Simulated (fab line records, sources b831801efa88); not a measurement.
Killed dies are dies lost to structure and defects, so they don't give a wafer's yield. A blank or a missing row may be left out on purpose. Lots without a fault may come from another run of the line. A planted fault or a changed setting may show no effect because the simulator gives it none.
Which tool did it? | flow gf180mcu | 24 lots, 72 wafers sampled, at 6 steps of a route of 602

WHAT THE GAUGES READ, wafer by wafer
GF_V5_THK_MEAS_03. Usual: V5_CVD_02_THK 1452 nm, standard deviation 19.
lot  | measured     | on            | V5_CVD_02_THK (nm) | flag
L074 | day 26 17:05 | film_metro-01 | 1443 1455 1468     |
L075 | day 27 02:10 | film_metro-02 | 1411 1405 1438     |
L077 | day 27 02:49 | film_metro-02 | 1437 1453 1463     |
L076 | day 27 06:46 | film_metro-01 | 1425 1430 1461     |
L078 | day 27 17:52 | film_metro-01 | 1430 1439 1473     |
L079 | day 27 23:29 | film_metro-03 | 1438 1467 1455     |
L080 | day 28 11:35 | film_metro-01 | 1480 1462 1440     |
L081 | day 28 15:01 | film_metro-02 | 1438 1447 1440     |
L082 | day 29 04:37 | film_metro-03 | 1426 1440 1447     |
L083 | day 29 11:11 | film_metro-03 | 1453 1466 1476     |
L084 | day 29 15:16 | film_metro-02 | 1464 1488 1482     |
L085 | day 30 00:42 | film_metro-01 | 1451 1466 1468     |
L086 | day 30 06:37 | film_metro-01 | 1443 1445 1432     |
L087 | day 30 16:07 | film_metro-01 | 1426 1452 1478     |
L089 | day 31 02:57 | film_metro-03 | 1441 1462 1452     |
L088 | day 31 04:46 | film_metro-02 | 1427 1456 1455     |
L091 | day 31 14:21 | film_metro-03 | 1424 1428 1447     |
L090 | day 31 16:16 | film_metro-01 | 1433 1453 1460     |
L092 | day 32 01:43 | film_metro-03 | 1457 1468 1482     |
L093 | day 32 06:50 | film_metro-03 | 1414 1436 1450     |
L095 | day 32 09:21 | film_metro-03 | 1409 1432 1447     |
L094 | day 32 11:38 | film_metro-03 | 1440 1440 1464     |
L096 | day 32 19:31 | film_metro-02 | 1437 1446 1465     |
L097 | day 33 02:04 | film_metro-02 | 1438 1466 1500     |

GF_PASSIVATION_THK_MEAS_01. Usual: PASSIVATION_CVD_00_THK 999 nm, standard deviation 14.
lot  | measured     | on            | PASSIVATION_CVD_00_THK (nm) | flag
L074 | day 28 12:58 | film_metro-02 | 985 985 998                 |
L075 | day 28 19:40 | film_metro-02 | 997 996 1011                |
L077 | day 28 22:04 | film_metro-04 | 1001 991 997                |
L076 | day 29 01:43 | film_metro-01 | 991 976 1013                |
L078 | day 29 12:40 | film_metro-02 | 1011 987 1015               |
L079 | day 29 17:22 | film_metro-02 | 979 1021 997                |
L080 | day 30 04:50 | film_metro-04 | 1010 1013 1002              |
L081 | day 30 07:36 | film_metro-02 | 995 1004 986                |
L082 | day 30 20:57 | film_metro-02 | 996 1004 1020               |
L083 | day 31 03:19 | film_metro-02 | 1010 992 1005               |
L084 | day 31 06:53 | film_metro-02 | 994 988 992                 |
L085 | day 31 15:25 | film_metro-01 | 986 1011 994                |
L086 | day 31 20:04 | film_metro-01 | 992 977 979                 |
L087 | day 32 04:38 | film_metro-02 | 1007 1007 1024              |
L089 | day 32 16:20 | film_metro-04 | 981 1002 1002               |
L088 | day 32 17:45 | film_metro-02 | 992 1005 982                |
L091 | day 33 02:24 | film_metro-04 | 1008 987 1011               |
L090 | day 33 03:33 | film_metro-02 | 991 1002 993                |
L092 | day 33 13:53 | film_metro-02 | 989 999 1011                |
L093 | day 33 17:05 | film_metro-04 | 975 999 1021                |
L095 | day 33 20:38 | film_metro-01 | 981 1003 1015               |
L094 | day 33 22:12 | film_metro-01 | 987 1017 1008               |
L096 | day 34 06:04 | film_metro-04 | 954 992 986                 |
L097 | day 34 10:51 | film_metro-04 | 1000 982 1014               |

WHICH TOOL RAN EACH LOT (tool, then ch and the chambers of the sampled wafers, then the start)
lot  | GF_V2_SPUTTER_22             | GF_M3_SPUTTER_00             | GF_MIM_CVD_05                   | GF_TOP_METAL_SPUTTER_04
L074 | pvd_sputter-01, day 20 17:01 | pvd_sputter-04, day 20 17:39 | pecvd-02 ch 0,2, day 24 19:49   | pvd_sputter-02, day 27 15:58
L075 | pvd_sputter-04, day 20 22:20 | pvd_sputter-02, day 20 22:58 | pecvd-04 ch 0,1,2, day 25 06:24 | pvd_sputter-02, day 28 00:19
L077 | pvd_sputter-02, day 21 05:55 | pvd_sputter-03, day 21 06:32 | pecvd-02 ch 0,2, day 25 07:41   | pvd_sputter-03, day 28 01:35
L076 | pvd_sputter-04, day 21 09:55 | pvd_sputter-02, day 21 10:32 | pecvd-04 ch 1,2, day 25 11:26   | pvd_sputter-01, day 28 05:55
L078 | pvd_sputter-01, day 21 23:02 | pvd_sputter-04, day 21 23:40 | pecvd-04 ch 1,2, day 25 23:08   | pvd_sputter-03, day 28 16:19
L079 | pvd_sputter-04, day 22 04:47 | pvd_sputter-02, day 22 05:25 | pecvd-01 ch 0,2, day 26 04:56   | pvd_sputter-01, day 28 20:46
L080 | pvd_sputter-04, day 22 17:20 | pvd_sputter-02, day 22 17:58 | pecvd-02 ch 0,1,2, day 26 17:50 | pvd_sputter-02, day 29 08:57
L081 | pvd_sputter-04, day 22 22:31 | pvd_sputter-02, day 22 23:10 | pecvd-01 ch 0,1,2, day 26 20:32 | pvd_sputter-02, day 29 12:12
L082 | pvd_sputter-04, day 23 14:22 | pvd_sputter-03, day 23 14:59 | pecvd-01 ch 0,1, day 27 11:40   | pvd_sputter-02, day 30 02:16
L083 | pvd_sputter-04, day 23 22:04 | pvd_sputter-03, day 23 22:43 | pecvd-02 ch 0,1,2, day 27 18:05 | pvd_sputter-02, day 30 08:27
L084 | pvd_sputter-04, day 24 02:35 | pvd_sputter-02, day 24 03:13 | pecvd-04 ch 0,2, day 27 23:19   | pvd_sputter-03, day 30 12:09
L085 | pvd_sputter-01, day 24 12:29 | pvd_sputter-04, day 24 13:07 | pecvd-01 ch 0,1,2, day 28 08:20 | pvd_sputter-03, day 30 21:05
L086 | pvd_sputter-04, day 24 21:11 | pvd_sputter-03, day 24 21:49 | pecvd-02 ch 0,1,2, day 28 14:38 | pvd_sputter-03, day 31 02:28
L087 | pvd_sputter-02, day 25 07:41 | pvd_sputter-03, day 25 08:19 | pecvd-02 ch 1,2, day 29 01:17   | pvd_sputter-02, day 31 11:27
L089 | pvd_sputter-04, day 25 22:04 | pvd_sputter-04, day 25 22:42 | pecvd-02 ch 0,1,2, day 29 13:10 | pvd_sputter-03, day 31 22:25
L088 | pvd_sputter-01, day 25 23:22 | pvd_sputter-04, day 25 23:59 | pecvd-02 ch 0,1,2, day 29 15:11 | pvd_sputter-03, day 32 00:03
L091 | pvd_sputter-04, day 26 12:26 | pvd_sputter-02, day 26 13:07 | pecvd-04 ch 0,2, day 30 02:25   | pvd_sputter-03, day 32 08:55
L090 | pvd_sputter-04, day 26 13:48 | pvd_sputter-02, day 26 14:33 | pecvd-04 ch 0,1,2, day 30 04:19 | pvd_sputter-02, day 32 10:31
L092 | pvd_sputter-04, day 26 23:55 | pvd_sputter-03, day 27 00:32 | pecvd-04 ch 0,2, day 30 13:05   | pvd_sputter-03, day 32 20:55
L093 | pvd_sputter-04, day 27 08:07 | pvd_sputter-03, day 27 08:46 | pecvd-01 ch 1,2, day 30 19:05   | pvd_sputter-01, day 33 01:13
L095 | pvd_sputter-01, day 27 10:11 | pvd_sputter-03, day 27 10:49 | pecvd-01 ch 0,2, day 30 21:53   | pvd_sputter-02, day 33 03:49
L094 | pvd_sputter-01, day 27 12:08 | pvd_sputter-02, day 27 12:46 | pecvd-04 ch 1,2, day 30 23:47   | pvd_sputter-02, day 33 05:32
L096 | pvd_sputter-01, day 27 22:49 | pvd_sputter-03, day 27 23:27 | pecvd-04 ch 0,1,2, day 31 08:44 | pvd_sputter-03, day 33 13:47
L097 | pvd_sputter-04, day 28 07:08 | pvd_sputter-02, day 28 07:46 | pecvd-02 ch 0,2, day 31 15:25   | pvd_sputter-03, day 33 19:04
- GF_V2_SPUTTER_22: material TiN, target thk 10 nm, time 40 s.
- GF_M3_SPUTTER_00: material Ti, target thk 37.5 nm, time 150 s.
- GF_MIM_CVD_05: deposits Si3N4, target thk 42 nm, time 29.086 s.
- GF_TOP_METAL_SPUTTER_04: material TiN, target thk 25 nm, time 21.15 s.

WHAT THE TOOLS THEMSELVES READ (means of the sampled wafers that have a number; where no wafer has one, the mark that the record gives instead)
GF_V2_SPUTTER_22. Usual: chamber_pressure_pa 4.999 Pa, standard deviation 0.01; throttle_valve_pct 29.3 %, standard deviation 1.
lot  | tool           | chamber_pressure_pa (Pa) | throttle_valve_pct (%) | flag
L074 | pvd_sputter-01 | 5.008                    | 29.5                   |
L075 | pvd_sputter-04 | 4.996                    | 28.8                   |
L077 | pvd_sputter-02 | 4.994                    | 29.7                   |
L076 | pvd_sputter-04 | 4.993                    | 28.4                   |
L078 | pvd_sputter-01 | 5.006                    | 30.1                   |
L079 | pvd_sputter-04 | 4.997                    | 29.2                   |
L080 | pvd_sputter-04 | 4.993                    | 29.3                   |
L081 | pvd_sputter-04 | 4.989                    | 29.1                   |
L082 | pvd_sputter-04 | 5.000                    | 28.3                   |
L083 | pvd_sputter-04 | 4.991                    | 29.3                   |
L084 | pvd_sputter-04 | 4.999                    | 28.8                   |
L085 | pvd_sputter-01 | 4.999                    | 29.6                   |
L086 | pvd_sputter-04 | 5.000                    | 28.7                   |
L087 | pvd_sputter-02 | 5.000                    | 28.7                   |
L089 | pvd_sputter-04 | 4.999                    | 29.1                   |
L088 | pvd_sputter-01 | 5.002                    | 29.2                   |
L091 | pvd_sputter-04 | 4.996                    | 28.7                   |
L090 | pvd_sputter-04 | 4.997                    | 28.9                   |
L092 | pvd_sputter-04 | 5.000                    | 29.3                   |
L093 | pvd_sputter-04 | 5.000                    | 28.6                   |
L095 | pvd_sputter-01 | 4.992                    | 30.2                   |
L094 | pvd_sputter-01 | 5.008                    | 30.0                   |
L096 | pvd_sputter-01 | 4.984                    | 28.8                   |
L097 | pvd_sputter-04 | 5.000                    | 29.2                   |

GF_M3_SPUTTER_00. Usual: chamber_pressure_pa 1.999 Pa, standard deviation 0.004; throttle_valve_pct 29.6 %, standard deviation 0.95.
lot  | tool           | chamber_pressure_pa (Pa) | throttle_valve_pct (%) | flag
L074 | pvd_sputter-04 | 1.998                    | 28.9                   |
L075 | pvd_sputter-02 | 1.997                    | 29.5                   |
L077 | pvd_sputter-03 | 1.999                    | 29.9                   |
L076 | pvd_sputter-02 | 1.994                    | 30.2                   |
L078 | pvd_sputter-04 | 2.000                    | 28.4                   |
L079 | pvd_sputter-02 | 2.001                    | 30.1                   |
L080 | pvd_sputter-02 | 2.000                    | 30.5                   |
L081 | pvd_sputter-02 | 1.999                    | 29.8                   |
L082 | pvd_sputter-03 | 1.997                    | 29.3                   |
L083 | pvd_sputter-03 | 2.000                    | 29.3                   |
L084 | pvd_sputter-02 | 1.999                    | 30.5                   |
L085 | pvd_sputter-04 | 2.004                    | 29.4                   |
L086 | pvd_sputter-03 | 2.001                    | 29.6                   |
L087 | pvd_sputter-03 | 2.001                    | 29.5                   |
L089 | pvd_sputter-04 | 2.000                    | 28.4                   |
L088 | pvd_sputter-04 | 2.000                    | 28.6                   |
L091 | pvd_sputter-02 | 2.001                    | 30.1                   |
L090 | pvd_sputter-02 | 2.002                    | 29.7                   |
L092 | pvd_sputter-03 | 1.994                    | 29.8                   |
L093 | pvd_sputter-03 | 1.998                    | 29.9                   |
L095 | pvd_sputter-03 | 1.999                    | 29.0                   |
L094 | pvd_sputter-02 | 1.997                    | 29.6                   |
L096 | pvd_sputter-03 | 2.002                    | 29.5                   |
L097 | pvd_sputter-02 | 1.997                    | 29.6                   |

GF_MIM_CVD_05. Usual: heater_power_w 612 W, standard deviation 56.
lot  | tool     | heater_power_w (W) | flag
L074 | pecvd-02 | 622                |
L075 | pecvd-04 | 615                |
L077 | pecvd-02 | 600                |
L076 | pecvd-04 | 585                |
L078 | pecvd-04 | 567                |
L079 | pecvd-01 | 686                |
L080 | pecvd-02 | 607                |
L081 | pecvd-01 | 621                |
L082 | pecvd-01 | 589                |
L083 | pecvd-02 | 644                |
L084 | pecvd-04 | 583                |
L085 | pecvd-01 | 637                |
L086 | pecvd-02 | 615                |
L087 | pecvd-02 | 693                |
L089 | pecvd-02 | 580                |
L088 | pecvd-02 | 618                |
L091 | pecvd-04 | 635                |
L090 | pecvd-04 | 608                |
L092 | pecvd-04 | 547                |
L093 | pecvd-01 | 607                |
L095 | pecvd-01 | 654                |
L094 | pecvd-04 | 568                |
L096 | pecvd-04 | 606                |
L097 | pecvd-02 | 577                |

GF_TOP_METAL_SPUTTER_04. Usual: chamber_pressure_pa 0.4000 Pa, standard deviation 0.00087; throttle_valve_pct 29.9 %, standard deviation 1.
lot  | tool           | chamber_pressure_pa (Pa) | throttle_valve_pct (%) | flag
L074 | pvd_sputter-02 | 0.3999                   | 31.2                   |
L075 | pvd_sputter-02 | 0.4002                   | 30.3                   |
L077 | pvd_sputter-03 | 0.3988                   | 29.9                   |
L076 | pvd_sputter-01 | 0.4003                   | 29.6                   |
L078 | pvd_sputter-03 | 0.4005                   | 29.0                   |
L079 | pvd_sputter-01 | 0.4003                   | 29.3                   |
L080 | pvd_sputter-02 | 0.3995                   | 30.7                   |
L081 | pvd_sputter-02 | 0.3997                   | 29.5                   |
L082 | pvd_sputter-02 | 0.4009                   | 31.0                   |
L083 | pvd_sputter-02 | 0.3999                   | 29.2                   |
L084 | pvd_sputter-03 | 0.4008                   | 29.9                   |
L085 | pvd_sputter-03 | 0.3999                   | 29.4                   |
L086 | pvd_sputter-03 | 0.4007                   | 29.6                   |
L087 | pvd_sputter-02 | 0.3995                   | 28.8                   |
L089 | pvd_sputter-03 | 0.3994                   | 29.4                   |
L088 | pvd_sputter-03 | 0.3998                   | 30.0                   |
L091 | pvd_sputter-03 | 0.3998                   | 29.9                   |
L090 | pvd_sputter-02 | 0.4001                   | 29.5                   |
L092 | pvd_sputter-03 | 0.4005                   | 29.4                   |
L093 | pvd_sputter-01 | 0.4002                   | 28.4                   |
L095 | pvd_sputter-02 | 0.4000                   | 30.6                   |
L094 | pvd_sputter-02 | 0.3996                   | 31.1                   |
L096 | pvd_sputter-03 | 0.3999                   | 29.1                   |
L097 | pvd_sputter-03 | 0.4002                   | 29.0                   |

THE ANSWER, worked out from the rows above alone
Rule: a lot is off if the mean of its wafers that have a number lies more than 3 standard deviations from the usual mean. A lot without any number at a reading at which 4 lots or more have one is off too. The other lots that the step has rows for count as sound. The gauges are gone through in route order, then the tools' own readings, and for those a lot's mean is taken as printed above. The first step at which some lot is off is used, and at that step the reading that is off furthest; a lot without a number counts as furthest.
No lot is off at any reading shown: from this, nothing can be told.

WHAT THE SIMULATOR HAD PUT IN
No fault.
